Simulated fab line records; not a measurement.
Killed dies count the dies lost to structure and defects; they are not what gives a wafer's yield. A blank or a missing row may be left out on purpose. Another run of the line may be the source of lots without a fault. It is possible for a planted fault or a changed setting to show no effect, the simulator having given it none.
The tool behind it: which one? || flow gf180mcu || Sampling: 6 lots, 18 wafers, 2 of 602 route steps

## WHAT EACH GAUGE READ, for each wafer
GF_M1_THK_MEAS_06: measures by xrf.
{"lot": "L479", "measured": "day 17 20:20", "on": "film-metro-03", "M1_ALCU_THK (nm)": "472 460 463"}
{"lot": "L481", "measured": "day 18 21:08", "on": "film-metro-03", "M1_ALCU_THK (nm)": "462 454 462"}
{"lot": "L486", "measured": "day 20 08:46", "on": "film-metro-04", "M1_ALCU_THK (nm)": "456 459 461"}
{"lot": "L489", "measured": "day 21 09:43", "on": "film-metro-04", "M1_ALCU_THK (nm)": "448 457 456"}
{"lot": "L496", "measured": "day 23 21:50", "on": "film-metro-01", "M1_ALCU_THK (nm)": "451 455 452"}
{"lot": "L499", "measured": "day 24 22:49", "on": "film-metro-03", "M1_ALCU_THK (nm)": "453 460 453"}

## EACH LOT AND THE TOOL THAT RAN IT (in order: tool; ch and the chambers of the sampled wafers; start)
{"lot": "L479", "GF_M1_SPUTTER_01": "pvd-sputter-03, day 17 19:58"}
{"lot": "L481", "GF_M1_SPUTTER_01": "pvd-sputter-03, day 18 20:53"}
{"lot": "L486", "GF_M1_SPUTTER_01": "pvd-sputter-03, day 20 08:31"}
{"lot": "L489", "GF_M1_SPUTTER_01": "pvd-sputter-03, day 21 09:28"}
{"lot": "L496", "GF_M1_SPUTTER_01": "pvd-sputter-04, day 23 21:36"}
{"lot": "L499", "GF_M1_SPUTTER_01": "pvd-sputter-01, day 24 22:33"}
- GF_M1_SPUTTER_01: material TiN, target thk 30 nm, time 25 s.

## THE ANSWER, worked out from the rows above alone
Rule: the lots themselves supply what counts as usual. The widest of any qualifying gaps counts: lots, ordered by their means at a reading, are off when they make up no more than a third of the lots, leave a main group of 4 or more, and stand apart from it by 3 or more times the standard deviation of that group's means. The tables above print the reading to a certain number of digits; a main group whose means all agree to those digits is not used. Also off: a lot with no number at a reading for which 4 or more lots have one. All remaining lots with rows at the step are treated as sound.
Nothing can be told from this: no lot is off at any reading shown.

## WHAT WAS PUT IN BY THE SIMULATOR
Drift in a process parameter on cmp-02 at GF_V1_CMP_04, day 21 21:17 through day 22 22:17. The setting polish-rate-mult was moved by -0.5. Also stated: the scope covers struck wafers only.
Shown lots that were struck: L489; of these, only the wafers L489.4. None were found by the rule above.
